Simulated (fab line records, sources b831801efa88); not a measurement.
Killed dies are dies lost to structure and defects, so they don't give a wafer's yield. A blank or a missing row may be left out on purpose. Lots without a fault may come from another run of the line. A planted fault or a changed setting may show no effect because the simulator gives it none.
fab line records | flow sky130
record lots=7 wafers=21 last_day=49
route steps=708 shown VIA2@523 METAL3@532 PAD_OPEN@708
lots that met no fault: from a run of the same line without faults
start_h: hours from the record's first day to the start of the lot's first wafer shown | wait_h: hours since the lot's step before | " the same as in the row above | L1.1+2: a row that stands for several wafers | - no value, or no start given | * or withheld: withheld | < > ~ a bound
route shown NAME@n: a module of which the file shows steps, and the number in the route of the first | usual: mean/standard deviation of fault-free wafers | same: alike in all rows | chamber/n: place in a boat | sites: the reading at each site | _std_site: their standard deviation | _edge_site: outer sites' mean less inner sites' | radius_mm: how far each site lies from the wafer's centre | mask NAME#n: copy n | behind: the tool/chamber that last shaped the wafer | hold: why the lot was held/for how many hours/how that ended | device: the transistor (n, p or np) that didn't switch | end of line: the same wafers' tests at the end of the route | a step without rows: its recipe alone | killed: dies lost to structure and defects at the first sort, not the wafer's yield | map: a wafer's dies, x killed, . not, _ none there
set.NAME: the setting as run; set.NAME@STEP: as run at that earlier step | model.NAME: the simulator's own value behind a step, which no gauge read
lots at some steps of the route; a table a step, a row a wafer
services: from which hour (start_h, from the record's first day; less than 0 if before it) a tool's chamber was out of use, for how many hours, and why
## steps
# step SKY_VIA2_STRIP_16
# recipe chemistry=O2/N2 power_w=1400 pressure_mtorr=1500 platen_temp_c=withheld o2_flow_sccm=3000 n2_flow_sccm=300 overash_fraction=0.5
# usual drypump_motor_current_A=5.4/0.47 oes_product_au=0.399/0.0042 strip_time_to_endpoint_s=4.051/0.023
# columns lot.wafer tool chamber start_h wait_h drypump_motor_current_A oes_product_au rf_hours_counter_h strip_time_to_endpoint_s
L449.1 plasma_asher-02 0 853.93 0.0 5.8 0.398 11 4.027
L449.4 " 0 " " 5.9 0.397 - 4.003
L449.6 " 1 " " 4.7 0.398 - 4.016
L453.1 plasma_asher-03 0 882.66 0.0 6.0 0.397 44 4.065
L453.2 " 1 " " 5.6 0.409 44 4.042
L453.5 " 1 " " 5.5 0.395 - 4.026
L458.1 plasma_asher-04 0 919.76 0.0 5.6 0.397 107 4.048
L458.2 " 1 " " 5.1 0.401 107 4.082
L458.4 " 1 " " 5.1 0.397 - 4.016
L459.2 plasma_asher-02 1 929.28 0.0 4.7 0.395 19 4.095
L459.3 " 0 " " 5.9 0.395 - 4.023
L459.4 " 1 " " 4.7 0.402 - 4.040
L460.2 plasma_asher-03 1 938.48 0.0 5.6 0.401 49 4.030
L460.4 " 1 " " 5.6 0.401 - 4.071
L460.5 " 0 " " 6.0 0.402 - 4.086
L462.1 plasma_asher-02 0 951.48 0.0 5.9 0.396 21 4.077
L462.2 " 1 " " 4.7 0.399 21 4.066
L462.3 " 1 " " 4.7 0.400 - 4.041
L464.3 plasma_asher-02 0 964.89 0.1 5.8 0.402 - 4.055
L464.4 " 1 " " 4.7 0.399 - 4.049
L464.6 " 0 " " 5.9 0.404 - 4.023
# step SKY_VIA2_STRIP_17
# recipe chemistry=post_etch_residue_remover time_s=1200 temp_c=72.5
# step SKY_VIA2_CLEAN_18
# recipe chemistry=IPA time_s=180 temp_c=25
# step SKY_VIA2_CLEAN_19
# recipe chemistry=O3/DIW dry=n2_spin
# step SKY_VIA2_SPUTTER_20
# recipe material=TiN target_thk_nm=20 chamber_pressure_pa=5 power_w=3875 time_s=80
# usual cathode_dc_power_W=3875.0/0.71 throttle_valve_pct=30.2/0.79
# columns lot.wafer tool chamber start_h wait_h cathode_dc_power_W throttle_valve_pct
L449.1 pvd_sputter-04 - 854.52 0.0 3873.5 31.5
L449.4 " - " " 3874.5 30.6
L449.6 " - " " 3874.9 28.5
L453.1 pvd_sputter-01 - 883.26 0.0 3874.8 29.2
L453.2 " - " " 3875.1 29.8
L453.5 " - " " 3874.2 29.3
L458.1 pvd_sputter-04 - 920.41 0.0 3874.5 30.5
L458.2 " - " " 3875.0 29.6
L458.4 " - " " 3875.1 31.4
L459.2 pvd_sputter-03 - 929.93 0.0 3875.4 30.5
L459.3 " - " " 3874.9 30.6
L459.4 " - " " 3874.5 30.0
L460.2 pvd_sputter-01 - 939.44 0.0 3875.3 29.6
L460.4 " - " " 3874.3 29.8
L460.5 " - " " 3874.5 31.3
L462.1 pvd_sputter-01 - 952.07 0.0 3875.6 29.8
L462.2 " - " " 3874.4 29.4
L462.3 " - " " 3875.1 30.7
L464.3 pvd_sputter-03 - 965.49 0.0 3874.7 30.4
L464.4 " - " " 3874.4 29.4
L464.6 " - " " 3874.5 30.4
# step SKY_VIA2_CVD_21
# recipe material=W target_thk_nm=420 time_s=126.4 temp_c=400 pressure_torr=40
# usual heater_power_w=848/66
# columns lot.wafer tool chamber start_h wait_h heater_power_w
L449.1 cvd_w-02 0 854.58 0.0 915
L449.4 " 0 " " 918
L449.6 " 0 " " 916
L453.1 cvd_w-01 0 883.32 0.0 859
L453.2 " 1 " " 767
L453.5 " 1 " " 783
L458.1 cvd_w-01 0 920.47 0.0 801
L458.2 " 1 " " 740
L458.4 " 0 " " 814
L459.2 cvd_w-02 0 929.99 0.0 913
L459.3 " 1 " " 890
L459.4 " 0 " " 928
L460.2 cvd_w-02 1 939.50 0.0 859
L460.4 " 1 " " 896
L460.5 " 1 " " 886
L462.1 cvd_w-01 1 952.13 0.0 735
L462.2 " 0 " " 841
L462.3 " 1 " " 741
L464.3 cvd_w-01 1 965.60 0.1 736
L464.4 " 0 " " 807
L464.6 " 0 " " 817
# step SKY_VIA2_RS_MEAS_22
# recipe thk_meas_gauge=four-point-probe reads=W_of_VIA2_CVD_21+TiN_of_VIA2_SPUTTER_20
# usual VIA2_W_RS=0.2728/0.0029
# columns lot.wafer tool chamber start_h wait_h VIA2_W_RS[ohm/sq]
L449.1 film_metro-02 - 854.71 0.1 0.2738
L449.4 " - " " 0.2739
L449.6 " - " " 0.2756
L453.1 film_metro-01 - 883.45 0.1 0.2745
L453.2 " - " " 0.2758
L453.5 " - " " 0.2691
L458.1 film_metro-04 - 920.60 0.1 0.2806
L458.2 " - " " 0.2732
L458.4 " - " " 0.2759
L459.2 film_metro-04 - 930.14 0.1 0.2751
L459.3 " - " " 0.2698
L459.4 " - " " 0.2746
L460.2 film_metro-02 - 939.65 0.1 0.2699
L460.4 " - " " 0.2719
L460.5 " - " " 0.2690
L462.1 film_metro-04 - 952.26 0.1 0.2733
L462.2 " - " " 0.2716
L462.3 " - " " 0.2766
L464.3 film_metro-01 - 965.72 0.1 0.2724
L464.4 " - " " 0.2734
L464.6 " - " " 0.2730
# step SKY_VIA2_THK_MEAS_23
# recipe thk_meas_gauge=xrf reads=W_of_VIA2_CVD_21
# usual VIA2_W_THK=419/5
# columns lot.wafer tool chamber start_h wait_h VIA2_W_THK[nm]
L449.1 film_metro-02 - 854.83 0.1 410
L449.4 " - " " 415
L449.6 " - " " 409
L453.1 film_metro-01 - 883.57 0.1 416
L453.2 " - " " 416
L453.5 " - " " 427
L458.1 film_metro-04 - 920.72 0.1 407
L458.2 " - " " 418
L458.4 " - " " 415
L459.2 film_metro-04 - 930.25 0.1 417
L459.3 " - " " 424
L459.4 " - " " 415
L460.2 film_metro-02 - 939.76 0.1 421
L460.4 " - " " 413
L460.5 " - " " 424
L462.1 film_metro-04 - 952.38 0.1 417
L462.2 " - " " 426
L462.3 " - " " 413
L464.3 film_metro-01 - 965.82 0.1 415
L464.4 " - " " 415
L464.6 " - " " 412
# step SKY_VIA2_CMP_24
# recipe stop_on=SiO2 t_overpolish_s=20 down_force_psi=3.5 platen_rpm=60 target_thk_nm=0 pad_velocity_m_s=0.94248
# usual motor_current_A=10.8/0.89 overpolish_run_s=19.999/0.0086 time_to_endpoint_s=99.6/3
# columns lot.wafer tool chamber start_h wait_h motor_current_A overpolish_run_s time_to_endpoint_s
L449.1 cmp-01 2 854.89 0.1 11.7 20.014 96.1
L449.4 " 3 " " 10.5 19.994 96.3
L449.6 " 3 " " 11.7 19.999 98.3
L453.1 cmp-02 2 883.68 0.1 10.0 19.990 98.1
L453.2 " 3 " " 12.2 20.011 97.3
L453.5 " 2 " " 9.9 20.010 99.7
L458.1 cmp-01 2 927.14 6.4 11.5 19.996 94.9
L458.4 " 3 " " 11.3 19.991 103.4
L458.2 " 0 " " 11.3 19.984 99.8
L459.2 cmp-01 3 933.99 3.7 10.9 20.003 101.1
L459.3 " 1 " " 9.5 19.988 100.3
L459.4 " 2 " " 12.3 20.002 97.9
L460.2 cmp-01 0 940.35 0.6 12.0 20.002 105.6
L460.4 " 1 " " 9.6 19.996 102.6
L460.5 " 3 " " 10.7 20.002 106.8
L462.2 cmp-01 0 952.44 0.0 10.5 20.008 102.6
L462.1 " 2 " " 11.6 20.007 100.8
L462.3 " 3 " " 11.2 20.008 101.3
L464.4 cmp-01 2 965.86 0.0 11.7 20.006 99.9
L464.3 " 1 " " 9.4 19.998 100.6
L464.6 " 3 " " 11.4 19.989 101.1
# step SKY_METAL3_SPUTTER_00
# recipe material=Ti target_thk_nm=15 power_w=3000 time_s=10 chamber_pressure_pa=0.4
# usual cathode_dc_power_W=3000.1/0.5 throttle_valve_pct=29.9/0.88
# columns lot.wafer tool chamber start_h wait_h cathode_dc_power_W throttle_valve_pct
L449.1 pvd_sputter-04 - 855.19 0.2 3000.3 29.5
L449.4 " - " " 3000.3 30.4
L449.6 " - " " 2999.3 31.4
L453.1 pvd_sputter-01 - 883.93 0.2 3000.1 31.3
L453.2 " - " " 3001.0 29.2
L453.5 " - " " 2999.4 29.2
L458.1 pvd_sputter-04 - 927.39 0.2 3000.2 30.3
L458.2 " - " " 2999.9 31.5
L458.4 " - " " 3000.3 29.7
L459.2 pvd_sputter-01 - 934.29 0.2 3000.6 31.1
L459.3 " - " " 3000.2 30.7
L459.4 " - " " 2999.2 29.1
L460.2 pvd_sputter-04 - 940.55 0.1 3000.5 29.5
L460.4 " - " " 3000.6 30.2
L460.5 " - " " 3000.4 29.4
L462.1 pvd_sputter-04 - 952.74 0.1 2999.9 29.4
L462.2 " - " " 2999.4 28.3
L462.3 " - " " 3000.8 31.4
L464.3 pvd_sputter-01 - 966.16 0.1 2999.3 31.1
L464.4 " - " " 3000.3 29.5
L464.6 " - " " 3000.0 29.8
# step SKY_METAL3_SPUTTER_01
# recipe material=TiN target_thk_nm=20 power_w=6500 time_s=16.7 chamber_pressure_pa=0.4
# step SKY_METAL3_SPUTTER_02
# recipe material=AlCu target_thk_nm=735 power_w=10600 time_s=39.1 chamber_pressure_pa=0.4
# step SKY_METAL3_SPUTTER_03
# recipe material=Ti target_thk_nm=5 power_w=3000 time_s=3.3 chamber_pressure_pa=0.4
# usual cathode_dc_power_W=3000.0/0.49 throttle_valve_pct=29.9/0.88
# columns lot.wafer tool chamber start_h wait_h cathode_dc_power_W throttle_valve_pct model.Ti_of_METAL3_SPUTTER_03.thk_nm
L449.1 pvd_sputter-04 - 855.28 0.0 3000.4 29.5 4.865
L449.4 " - " " 3000.5 30.1 4.959
L449.6 " - " " 3000.5 31.4 4.881
L453.1 pvd_sputter-01 - 884.02 0.0 3000.0 31.1 4.973
L453.2 " - " " 3001.1 29.4 4.922
L453.5 " - " " 2999.4 29.4 4.963
L458.1 pvd_sputter-04 - 927.49 0.0 3151.6 30.5 5.363
L458.2 " - " " 3151.8 31.4 5.399
L458.4 " - " " 3151.6 29.2 5.302
L459.2 pvd_sputter-01 - 934.38 0.0 3000.2 31.2 5.016
L459.3 " - " " 2999.9 30.9 4.938
L459.4 " - " " 3000.0 29.5 4.942
L460.2 pvd_sputter-04 - 940.64 0.0 3152.1 29.1 5.289
L460.4 " - " " 3150.5 30.8 5.265
L460.5 " - " " 3151.5 29.3 5.236
L462.1 pvd_sputter-04 - 952.83 0.0 3150.7 29.1 5.316
L462.2 " - " " 3151.1 28.8 5.409
L462.3 " - " " 3152.0 31.4 5.397
L464.3 pvd_sputter-01 - 966.25 0.0 2999.8 30.8 5.009
L464.4 " - " " 3000.5 29.0 4.961
L464.6 " - " " 2999.6 29.9 4.984
# step SKY_METAL3_SPUTTER_04
# recipe material=TiN target_thk_nm=70 power_w=6500 time_s=58.3 chamber_pressure_pa=0.4
# step SKY_PAD_OPEN_PROBE_99
# usual defect_limited_yield=82.2/1.8 killed_at_M0_to_M3=44/7.1 killed_at_M4_up=3.1/1.9 killed_at_contacts=25/5.8 killed_at_front_end=16/4.5 killed_at_other=0.3/0.52 killed_dies=88/9.1 killed_on_rim=17/4 killed_open=48/6.8 killed_short=39/5.8 sort_bin_3_pad_short=0.9/0.4 sort_bin_5_function=10.6/1.4 sort_bin_6_memory=6.3/1.1 sort_n_pass=404/9.1 sort_yield_pct=82.2/1.8
# same gross_dies=492 killed_at_back_side=0 sort_bin_4_leakage[%]=0 sort_bin_8_speed[%]=0
# columns lot.wafer tool chamber start_h wait_h defect_limited_yield[%] killed_at_M0_to_M3 killed_at_M4_up killed_at_contacts killed_at_front_end killed_at_other killed_dies killed_on_rim killed_open killed_short sort_bin_3_pad_short[%] sort_bin_5_function[%] sort_bin_6_memory[%] sort_n_pass sort_yield_pct[%]
L449.1 prober-02 - 1080.06 0.1 79.5 49 5 28 19 0 101 24 55 46 1.0 11.4 8.1 391 79.5
L449.4 prober-02 - 1080.21 0.2 79.9 47 2 32 17 1 99 20 56 43 1.4 11.6 7.1 393 79.9
L449.6 prober-02 - 1080.31 0.2 81.1 43 5 22 22 1 93 27 51 42 1.0 11.2 6.7 399 81.1
L459.2 prober-02 - 1143.39 0.1 82.3 42 2 30 13 0 87 16 46 41 1.0 10.2 6.5 405 82.3
L459.3 prober-02 - 1143.44 0.2 85.2 31 0 34 8 0 73 10 36 35 0.8 8.3 5.7 419 85.2
L459.4 prober-02 - 1143.49 0.2 81.1 60 3 22 8 0 93 18 45 48 1.2 12.0 5.7 399 81.1
L462.1 prober-02 - 1157.66 0.1 81.5 49 3 23 16 0 91 14 49 41 1.2 11.2 6.1 401 81.5
L462.2 prober-02 - 1157.71 0.1 81.1 42 3 31 17 0 93 18 49 44 1.0 12.6 5.3 399 81.1
L462.3 prober-02 - 1157.76 0.2 81.3 36 4 26 25 1 92 16 49 42 1.6 12.6 4.5 400 81.3
L464.3 prober-01 - 1168.33 0.2 83.9 34 5 23 17 0 79 16 37 42 1.4 9.3 5.3 413 83.9
L464.4 prober-01 - 1168.38 0.2 82.5 36 2 35 12 1 86 15 49 37 0.6 10.2 6.7 406 82.5
L464.6 prober-01 - 1168.48 0.2 80.7 40 1 43 11 0 95 17 47 47 0.8 11.0 7.5 397 80.7
# killed by level:class
L449.1 VIA1:geometric_particle:open=14 METAL2:geometric_particle:short=11 VIA2:geometric_particle:open=10 LOCAL_INTERCONNECT:geometric_particle:short=7 CONTACT:geometric_particle:short=7 POLY_GATE:geometric_particle:short=6 LI_CONTACT:geometric_particle:open=6 FIELD_ISO:geometric_particle:open=5
L449.4 CONTACT:geometric_particle:open=12 VIA1:geometric_particle:open=11 METAL2:geometric_particle:short=7 LI_CONTACT:geometric_particle:open=7 METAL1:geometric_particle:short=7 VIA3:geometric_particle:open=7 POLY_GATE:geometric_particle:open=6 POLY_GATE:geometric_particle:short=5
L449.6 VIA1:geometric_particle:open=11 CONTACT:geometric_particle:open=9 POLY_GATE:geometric_particle:open=7 LI_CONTACT:geometric_particle:open=7 FIELD_ISO:geometric_particle:short=6 METAL2:geometric_particle:short=6 VIA3:geometric_particle:open=6 METAL1:geometric_particle:short=5
L459.2 CONTACT:geometric_particle:open=11 VIA2:geometric_particle:open=9 VIA1:geometric_particle:open=8 LOCAL_INTERCONNECT:geometric_particle:short=7 LI_CONTACT:geometric_particle:open=6 FIELD_ISO:geometric_particle:short=5 CONTACT:geometric_particle:short=5 VIA3:geometric_particle:short=5
L459.3 CONTACT:geometric_particle:open=9 LOCAL_INTERCONNECT:geometric_particle:short=9 CONTACT:geometric_particle:short=7 VIA2:geometric_particle:open=7 LI_CONTACT:geometric_particle:open=5 VIA1:geometric_particle:open=5 METAL2:geometric_particle:short=5 VIA1:geometric_particle:short=4
L459.4 VIA3:geometric_particle:open=10 LI_CONTACT:geometric_particle:open=9 VIA1:geometric_particle:open=9 METAL2:geometric_particle:short=9 VIA2:geometric_particle:open=9 METAL1:geometric_particle:short=6 LOCAL_INTERCONNECT:geometric_particle:short=5 VIA1:geometric_particle:short=5
L462.1 VIA1:geometric_particle:open=14 VIA3:geometric_particle:open=7 LI_CONTACT:geometric_particle:open=6 LOCAL_INTERCONNECT:geometric_particle:short=6 CONTACT:geometric_particle:open=6 VIA1:geometric_particle:short=6 FIELD_ISO:geometric_particle:short=5 METAL1:geometric_particle:short=5
L462.2 CONTACT:geometric_particle:open=10 CONTACT:geometric_particle:short=9 LI_CONTACT:geometric_particle:open=7 VIA3:geometric_particle:open=7 VIA1:geometric_particle:open=7 FIELD_ISO:geometric_particle:short=6 METAL1:geometric_particle:short=5 METAL2:geometric_particle:short=5
L462.3 FIELD_ISO:geometric_particle:open=11 VIA1:geometric_particle:open=9 LI_CONTACT:geometric_particle:open=8 CONTACT:geometric_particle:open=7 METAL1:geometric_particle:short=6 FIELD_ISO:geometric_particle:short=5 METAL2:geometric_particle:short=4 POLY_GATE:geometric_particle:short=4
L464.3 VIA1:geometric_particle:open=10 CONTACT:geometric_particle:open=7 VIA1:geometric_particle:short=7 LI_CONTACT:geometric_particle:open=6 LI_CONTACT:geometric_particle:short=5 VIA2:geometric_particle:open=5 FIELD_ISO:geometric_particle:short=4 POLY_GATE:geometric_particle:short=4
L464.4 CONTACT:geometric_particle:open=12 LI_CONTACT:geometric_particle:open=12 VIA1:geometric_particle:open=11 METAL2:geometric_particle:short=8 LOCAL_INTERCONNECT:geometric_particle:short=5 FIELD_ISO:geometric_particle:short=4 METAL1:geometric_particle:short=4 LI_CONTACT:geometric_particle:short=3
L464.6 CONTACT:geometric_particle:open=13 VIA1:geometric_particle:open=9 LOCAL_INTERCONNECT:geometric_particle:short=8 LI_CONTACT:geometric_particle:open=7 CONTACT:geometric_particle:short=7 VIA1:geometric_particle:short=6 FIELD_ISO:geometric_particle:short=5 LI_CONTACT:geometric_particle:short=5
## services
# columns tool chamber start_h hours kind
cvd_w-02 - 839.81 2.8 pm
plasma_asher-03 - 846.38 1.7 repair
cmp-02 - 851.36 11.3 repair
cmp-02 - 870.86 1.5 repair
pvd_sputter-01 1 871.67 - consumable_replace:kit
pvd_sputter-01 1 871.67 18.0 scheduled_down
pvd_sputter-01 1 871.67 18.0 vent_cycle
pvd_sputter-04 - 880.99 3.0 repair
cmp-01 - 889.07 2.8 repair
cmp-02 - 895.24 4.6 pm
cvd_w-01 - 904.00 14.0 pm
plasma_asher-04 - 908.29 2.4 repair
cvd_w-02 - 908.84 1.1 repair
pvd_sputter-04 - 909.13 11.2 repair
cvd_w-02 - 913.82 0.9 repair
cmp-01 - 917.69 4.0 pm
pvd_sputter-04 0 932.06 - consumable_replace:kit
pvd_sputter-04 0 932.06 18.0 scheduled_down
pvd_sputter-04 0 932.06 18.0 vent_cycle
plasma_asher-02 - 933.29 1.9 repair
cmp-01 - 937.71 2.2 repair
plasma_asher-03 - 938.94 3.4 repair
cvd_w-02 - 958.43 1.0 repair
plasma_asher-03 - 965.16 2.2 repair
## key
first_sign step=SKY_METAL3_SPUTTER_03 reading=cathode_dc_power_W direction=up sigmas=99+ usual=3000.0 struck=3151.4
effect none on later readings
model_effect step=SKY_METAL3_SPUTTER_03 value=Ti_of_METAL3_SPUTTER_03.thk_nm without=5.078 struck=5.331
met_at SKY_METAL3_SPUTTER_03
struck_wafers L458.1,L458.2,L458.4,L460.2,L460.4,L460.5,L462.1,L462.2,L462.3
onset_between 855.28 927.49
fault kind=process_parameter_drift tool=pvd_sputter-04 chamber=- onset_h=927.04 steps=SKY_METAL3_SPUTTER_03 channel=power_w offset=* shape=step end_h=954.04 acts_in=* stated=*
